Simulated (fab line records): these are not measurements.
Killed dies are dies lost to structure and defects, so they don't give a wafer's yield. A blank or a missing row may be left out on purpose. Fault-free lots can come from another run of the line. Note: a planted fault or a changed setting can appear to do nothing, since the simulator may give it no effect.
Struck lot and sound lot, side by side -- flow sky130 -- 21 steps out of a route of 708
Sound: these wafers, L266.2, L266.4, L266.6. Struck: wafer L258.1 (L258.4, L258.5, from the same lot, were not struck and are left out); the cause is given at the end.
Order at every step that has rows: each side's tool, ch and its chambers, its first start. Under that, the readings that differ: sound wafers -- struck wafers -- difference of the means -- sigmas: that difference in standard deviations of wafers without a fault.
alike: a reading whose means differ by less than 2 such deviations, as well as words and numbers matching on both sides. not compared: withheld readings; readings where some wafer has no value; bounds like >300 that might hide an equal value; numbers whose values overlap and for which the record gives no deviation.
The two part at a step that has a row with sigmas, a row that says differs or no value, or rows on one side only. Numbers that have no deviation but don't overlap get no sigmas and don't part them. Lack of a reading on every wafer of one side parts them only where that side has two or more wafers.

first, 1 step without rows for these wafers: SKY_LDD_LDN_IMPLANT_11.
SKY_LDD_LDN_STRIP_12: strips in O2/N2.
  sound on plasma_asher-02 ch 1, day 32 04:07; struck on plasma_asher-01 ch 0, day 25 22:32
  alike: drypump_motor_current_A, oes_product_au, strip_time_to_endpoint_s
  not compared: rf_hours_counter_h
SKY_LDD_LDN_TW_MEAS_13:
  sound on film_metro-02, day 32 04:13; struck on film_metro-04, day 25 22:38
  alike: LDD_LDN_TW
then, 2 steps without rows for these wafers: SKY_LDD_LDN_CLEAN_14 (cleans in SC1/SC2, time 150 s); SKY_SPACER_CVD_00 (deposits Si3N4 from DCS/NH3, target thk 43.1 nm, time 740 s).
SKY_SPACER_THK_MEAS_01:
  sound on film_metro-03, day 32 05:41; struck on film_metro-03, day 26 00:20
  alike: SPACER_CVD_00_THK
SKY_SPACER_ETCHBACK_02: etches Si3N4 in CH3F/O2, stops on SiO2, time 46.7 s, target depth 45 nm.
  sound on rie_diel-02 ch 1,2, day 32 05:44; struck on rie_diel-04 ch 2, day 26 00:24
reading,sound,struck,difference,sigmas
drypump_motor_current_A (A),5.3 4.8 5.3,6.6,+1.5,+2
  alike: oes_product_au, throttle_valve_pct
  not compared: rf_hours_counter_h
then, 5 steps without rows for these wafers: SKY_POLY_CUT_DEHYDRATE_00 (time 60 s); SKY_POLY_CUT_HMDS_01 (prime time 60 s); SKY_POLY_CUT_COAT_02 (resist thk 60 nm); SKY_POLY_CUT_COAT_03 (resist thk 450 nm); SKY_POLY_CUT_SOFTBAKE_04 (time 90 s).
SKY_POLY_CUT_EXPOSE_05: exposes mask NPCM, target cd 270 nm.
  sound on krf_scanner-01 ch 0, day 32 19:52; struck on krf_scanner-02 ch 0, day 26 16:01
  alike: mask
then, 2 steps without rows for these wafers: SKY_POLY_CUT_PEB_06; SKY_POLY_CUT_DEVELOP_07 (develop time 60 s).
SKY_POLY_CUT_CD_MEAS_08: the cd target is 270 nm.
  sound on cd_sem-02, day 33 09:31; struck on cd_sem-02, day 27 06:37
reading,sound,struck,difference,sigmas
cd_nm (nm),270.3 269.9 270.2,265.5,-4.6,-4
SKY_POLY_CUT_OVL_MEAS_09:
  sound on overlay-02, day 33 09:37; struck on overlay-02, day 27 06:44
reading,sound,struck,difference,sigmas
POLY_CUT_OVL (nm),2 5 7,-10,-15,-2
SKY_POLY_CUT_ETCH_10: etches BARC in N2/H2, stops on SiO2, time 45.9 s, target depth 60 nm.
  sound on rie_diel-03 ch 0,2,3, day 33 09:39; struck on rie_diel-01 ch 3, day 27 06:46
reading,sound,struck,difference,sigmas
model.POLY_CUT.cd_nm (nm),269.4 270.6 270.2,265.7,-4.4,
  alike: drypump_motor_current_A, oes_product_au, throttle_valve_pct
  not compared: rf_hours_counter_h
SKY_POLY_CUT_ETCH_11: etches Si3N4 in CF4/CH2F2/Ar, stops on poly-Si, time 42.5 s, target depth 60 nm.
  sound on rie_diel-03 ch 0,2,3, day 33 09:41; struck on rie_diel-01 ch 3, day 27 06:49
reading,sound,struck,difference,sigmas
model.POLY_CUT.cd_nm (nm),269.4 270.5 270.4,265.7,-4.4,
  alike: drypump_motor_current_A, oes_product_au, throttle_valve_pct
  not compared: rf_hours_counter_h
SKY_POLY_CUT_STRIP_12: strips in O2/N2.
  sound on plasma_asher-01 ch 0,1, day 33 09:44; struck on plasma_asher-04 ch 1, day 27 06:52
reading,sound,struck,difference,sigmas
oes_product_au (a.u.),0.457 0.445 0.445,0.461,+0.012,+3
  alike: drypump_motor_current_A, strip_time_to_endpoint_s
  not compared: rf_hours_counter_h
-- here the record skips 21 days between the struck wafers' starts before and after, leaving off in module POLY_CUT and picking up in module PAD_OPEN (first step shown: number 708 of the route) --
SKY_PAD_OPEN_PROBE_99:
  sound on prober-02, day 52 20:16; struck on prober-02, day 48 17:35
reading,sound,struck,difference,sigmas
killed_short,38 48 46,30,-14,-2
  alike: killed_at_M0_to_M3, killed_at_M4_up, killed_at_contacts, killed_at_front_end, killed_at_other, killed_dies, killed_open

== WHERE THEY PART ==
Last at SKY_PAD_OPEN_PROBE_99 as far as this record goes, first at SKY_SPACER_ETCHBACK_02.

WHY: what had been put in by the simulator
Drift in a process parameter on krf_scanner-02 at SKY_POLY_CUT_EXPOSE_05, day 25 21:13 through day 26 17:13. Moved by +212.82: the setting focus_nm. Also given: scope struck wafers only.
